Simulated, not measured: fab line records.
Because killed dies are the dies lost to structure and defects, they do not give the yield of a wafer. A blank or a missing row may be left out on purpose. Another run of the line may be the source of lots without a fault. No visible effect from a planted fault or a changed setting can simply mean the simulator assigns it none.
A struck lot beside a sound one :: flow gf180mcu :: 18 out of 602 route steps
Sound: the wafers L341.1, L341.3, L341.4. Struck: wafers L342.2, L342.4, L342.5. The cause is named last.
Each step with rows lists, per side, the tool, then ch with its chambers, then its first start. Under that, the readings that differ: sound wafers :: struck wafers :: difference of the means :: sigmas: that difference in standard deviations of wafers without a fault.
alike: readings with means less than 2 such deviations apart, plus words and numbers identical on both sides. not compared: withheld readings, readings lacking a value on some wafer, bounds such as >300 that could conceal the same value, and numbers that have no deviation in the record and whose values overlap.
Wherever a step has rows on one side only, a row that says differs or no value, or a row with sigmas, the two part there. Numbers that don't overlap but have no deviation are shown without sigmas and don't part them. Lack of a reading on every wafer of one side parts them only where that side has two or more wafers.

first, 3 steps without rows for these wafers: GF_V5_EXPOSE_11 (exposes mask Via5, target cd 260 nm); GF_V5_PEB_12 (peb time 90 s); GF_V5_DEVELOP_13 (develop time 60 s).
GF_V5_CD_MEAS_14 targets a cd of 260 nm.
  sound: cd-sem-02 at day 30 00:38; struck: cd-sem-01 at day 30 05:29
reading: cd-nm (nm)
sound: 259.8 261.8 262.0
struck: 258.6 259.1 257.7
difference: -2.7
sigmas: -2
GF_V5_OVL_MEAS_15:
  sound: overlay-01 at day 30 00:46; struck: overlay-01 at day 30 05:35
  alike: V5_OVL
GF_V5_ETCH_16: etches BARC in N2/H2.
  sound on rie-diel-01 ch 0,1,2, day 30 00:47; struck on rie-diel-01 ch 0,1,3, day 30 05:37
  alike: drypump-motor-current-A, oes-product-au, throttle-valve-pct
then, 1 step without rows for these wafers: GF_V5_ETCH_17 (etches SiO2 in C4F8/O2/Ar, stops on TiN, target depth 855 nm).
GF_V5_STRIP_18: strips in O2/N2.
  sound on plasma-asher-04 ch 0,1, day 30 00:57; struck on plasma-asher-03 ch 0, day 30 05:46
reading: heater-power-w (W)
sound: 291 282 271
struck: 369 372 357
difference: +85
sigmas: +2
  alike: drypump-motor-current-A, oes-product-au
  not compared: rf-hours-counter-h
then, 2 steps without rows for these wafers: GF_V5_STRIP_19 (strips in post etch residue remover, time 1200 s); GF_V5_CLEAN_20 (cleans in DIW).
GF_V5_SPUTTER_21: material Ti, target thk 15 nm, time 80.02 s.
  sound: pvd-sputter-03 at day 30 01:31; struck: pvd-sputter-02 at day 30 06:20
  alike: throttle-valve-pct
GF_V5_SPUTTER_22: material TiN, target thk 10 nm, time 40 s.
  sound: pvd-sputter-03 at day 30 01:35; struck: pvd-sputter-02 at day 30 06:24
  alike: throttle-valve-pct
GF_V5_CVD_23: deposits W, target thk 350 nm, time 104.9 s.
  sound on cvd-w-01 ch 0,1, day 30 01:37; struck on cvd-w-01 ch 0,1, day 30 06:26
reading: model.W_of_V5_CVD_23.thk-nm (nm)
sound: 345.5 344.8 347
struck: 258.1 257.9 257.8
difference: -87.8
sigmas: 
  alike: heater-power-w
GF_V5_RS_MEAS_24: measurement is done with a four-point probe.
  sound: film-metro-03 at day 30 01:44; struck: film-metro-01 at day 30 06:34
reading: V5_W_RS (ohm/sq)
sound: 0.3316 0.3318 0.3301
struck: 0.4437 0.4462 0.4455
difference: +0.1140
sigmas: +41
GF_V5_THK_MEAS_25: measures by xrf.
  sound: film-metro-03 at day 30 01:51; struck: film-metro-01 at day 30 06:41
reading: V5_W_THK (nm)
sound: 351 352 352
struck: 264 264 262
difference: -88
sigmas: -22
GF_V5_CMP_26: polishes, stops on SiO2, t overpolish 15 s, target thk 0 nm.
  sound on cmp-01 ch 0,1,3, day 30 01:58; struck on cmp-02 ch 0,2, day 30 06:47
reading: time-to-endpoint-s (s)
sound: 84.1 86.9 87.6
struck: 62.8 62.4 60.4
difference: -24.3
sigmas: -9
  alike: edge-zone-pressure-frac, motor-current-A
GF_TOP_METAL_SPUTTER_00: material Ti, target thk 37.5 nm, time 150 s.
  sound: pvd-sputter-03 at day 30 02:13; struck: pvd-sputter-01 at day 30 07:02
  alike: throttle-valve-pct
GF_PASSIVATION_PROBE_99:
  record: rows for the struck wafers here (prober-02, day 31 21:17), none for the sound ones

== WHERE THEY PART ==
Last at GF_PASSIVATION_PROBE_99 as far as this record goes, first at GF_V5_CD_MEAS_14.

WHY: what the simulator had put in
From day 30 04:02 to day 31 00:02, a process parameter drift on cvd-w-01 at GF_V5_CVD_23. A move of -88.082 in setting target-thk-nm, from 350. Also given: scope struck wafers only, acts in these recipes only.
